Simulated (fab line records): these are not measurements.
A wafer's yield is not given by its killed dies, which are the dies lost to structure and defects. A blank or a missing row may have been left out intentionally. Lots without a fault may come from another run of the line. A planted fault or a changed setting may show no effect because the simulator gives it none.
A lot that was struck, set against a sound lot + flow sky130 + 32 steps out of a route of 708
Sound: these wafers, L771.3, L771.4, L771.6. Wafers struck: L782.2, L782.5, L782.6. The cause is named last.
For every step that has rows: the tool of each side, followed by ch and its chambers, followed by its first start. Under that, the readings that differ: sound wafers + struck wafers + difference of the means + sigmas: that difference in standard deviations of wafers without a fault.
alike: same words and numbers on both sides, and readings whose means sit less than 2 such deviations apart. not compared: any withheld reading, any reading some wafer has no value for, any bound like >300 that may hide the same value, and any number with overlapping values for which the record gives no deviation.
Wherever a step has rows on one side only, a row that says differs or no value, or a row with sigmas, the two part there. Numbers that don't overlap but have no deviation are shown without sigmas and don't part them. A reading missing from all wafers of one side parts the sides only when that side holds two or more wafers.

SKY_FIELD_ISO_BOW_MEAS_00:
  sound on film-metro-02 at day 2 21:02; struck on film-metro-02 at day 5 04:01
  alike: INCOMING_BOW
SKY_FIELD_ISO_OXIDATION_01: stabilise 600 s, purge 300 s, target thk 12 nm.
  sound on furnace-02 ch 0, day 2 21:07; struck on furnace-02 ch 0, day 5 04:20
  alike: spike-tc-bottom-C, spike-tc-lower-C, zone-power-top-pct
SKY_FIELD_ISO_THK_MEAS_02:
  sound on film-metro-03 at day 2 22:39; struck on film-metro-04 at day 5 05:52
  alike: FIELD_ISO_OXIDATION_00_THK
then, 1 step without rows for these wafers: SKY_FIELD_ISO_CVD_03 (deposits Si3N4 from DCS/NH3, target thk 165 nm, time 2830 s).
SKY_FIELD_ISO_THK_MEAS_04:
  sound on film-metro-02 at day 3 01:25; struck on film-metro-03 at day 5 07:42
  alike: FIELD_ISO_CVD_03_THK
then, 8 steps without rows for these wafers: SKY_FIELD_ISO_DEHYDRATE_05 (time 60 s); SKY_FIELD_ISO_HMDS_06 (prime time 60 s); SKY_FIELD_ISO_COAT_07 (resist thk 60 nm); SKY_FIELD_ISO_COAT_08 (resist thk 450 nm); SKY_FIELD_ISO_SOFTBAKE_09 (time 90 s); SKY_FIELD_ISO_EXPOSE_10 (exposes mask FOM, target cd 150 nm); SKY_FIELD_ISO_PEB_11; SKY_FIELD_ISO_DEVELOP_12 (develop time 60 s).
SKY_FIELD_ISO_CD_MEAS_13 targets a cd of 150 nm.
  sound on cd-sem-01 at day 3 17:29; struck on cd-sem-02 at day 6 01:11
  alike: cd-nm
SKY_FIELD_ISO_ETCH_14: etches BARC in N2/H2, stops on SiO2, time 45.9 s, target depth 60 nm.
  sound on rie-diel-02 ch 0,1,2, day 3 17:34; struck on rie-diel-02 ch 2,3, day 6 01:17
  alike: drypump-motor-current-A, h2-flow-sccm, oes-product-au, throttle-valve-pct
  not compared: rf-hours-counter-h
SKY_FIELD_ISO_ETCH_15: etches the open film in CHF3/O2, stops on Si, target depth 180 nm, time 72 s.
  sound on rie-diel-02 ch 0,1,2, day 3 17:37; struck on rie-diel-02 ch 2,3, day 6 01:20
  alike: O2_flow_sccm, drypump-motor-current-A, oes-product-au, throttle-valve-pct
  not compared: rf-hours-counter-h
SKY_FIELD_ISO_STRIP_16: strips in O2/N2.
  sound on plasma-asher-01 ch 0,1, day 3 17:42; struck on plasma-asher-01 ch 0,1, day 6 01:23
  alike: drypump-motor-current-A, o2-flow-sccm, oes-product-au, strip-time-to-endpoint-s
  not compared: rf-hours-counter-h
SKY_FIELD_ISO_ETCH_17: etches Si in HBr/Cl2/O2, target depth 342 nm, time 97.7 s.
  sound on rie-si-01 ch 1,3, day 3 17:46; struck on rie-si-02 ch 0,1,2, day 6 01:29
  alike: O2_flow_sccm, drypump-motor-current-A, oes-product-au, throttle-valve-pct
  not compared: rf-hours-counter-h
then, 5 steps without rows for these wafers: SKY_FIELD_ISO_WET_ETCH_18 (etches Si3N4 in H3PO4, target depth 25 nm, time 286 s); SKY_FIELD_ISO_CLEAN_19 (cleans in SC1/SC2, time 150 s); SKY_FIELD_ISO_CLEAN_20 (cleans in dHF, time 20 s); SKY_FIELD_ISO_WET_ETCH_21 (etches SiO2 in dHF, target depth 20 nm, time 400 s); SKY_FIELD_ISO_OXIDATION_22 (stabilise 600 s, purge 300 s, target thk 10 nm).
SKY_FIELD_ISO_THK_MEAS_23:
  sound on film-metro-03 at day 3 21:11; struck on film-metro-02 at day 6 03:01
  alike: FIELD_ISO_OXIDATION_01_THK
then, 1 step without rows for these wafers: SKY_FIELD_ISO_CVD_24 (deposits SiO2, target thk 595 nm, time 99.2 s).
SKY_FIELD_ISO_THK_MEAS_25:
  sound on film-metro-04 at day 3 21:19; struck on film-metro-04 at day 6 03:09
  alike: FIELD_ISO_CVD_24_THK
then, 1 step without rows for these wafers: SKY_FIELD_ISO_ANNEAL_26 (time 1800 s).
SKY_FIELD_ISO_CMP_27: polishes, stops on Si3N4, t overpolish 16 s, target thk 457.8 nm.
  sound on cmp-02 ch 0,1,2, day 3 23:56; struck on cmp-01 ch 0,3, day 6 05:34
  alike: motor-current-A, overpolish-run-s, platen-rpm, slurry-filter-dp-kPa, time-to-endpoint-s
then, 3 steps without rows for these wafers: SKY_FIELD_ISO_WET_ETCH_28 (etches SiO2 in dHF, target depth 23.7 nm, time 47 s); SKY_FIELD_ISO_WET_ETCH_29 (etches Si3N4 in H3PO4, target depth 160 nm, time 1825 s); SKY_FIELD_ISO_WET_ETCH_30 (etches SiO2 in dHF, target depth 25 nm, time 50 s).
-- record jumps: 44 days separate the struck wafers' starts on either side; left off in module FIELD_ISO, taken up again in module PAD_OPEN, whose first shown step is the route's number 708 --
SKY_PAD_OPEN_PROBE_99:
  the record has rows for the struck wafers here (prober-02, day 49 22:37) and none for the sound ones

== WHERE THEY PART ==
At SKY_PAD_OPEN_PROBE_99 and nowhere else, as far as this record goes.

WHY: what the simulator had put in
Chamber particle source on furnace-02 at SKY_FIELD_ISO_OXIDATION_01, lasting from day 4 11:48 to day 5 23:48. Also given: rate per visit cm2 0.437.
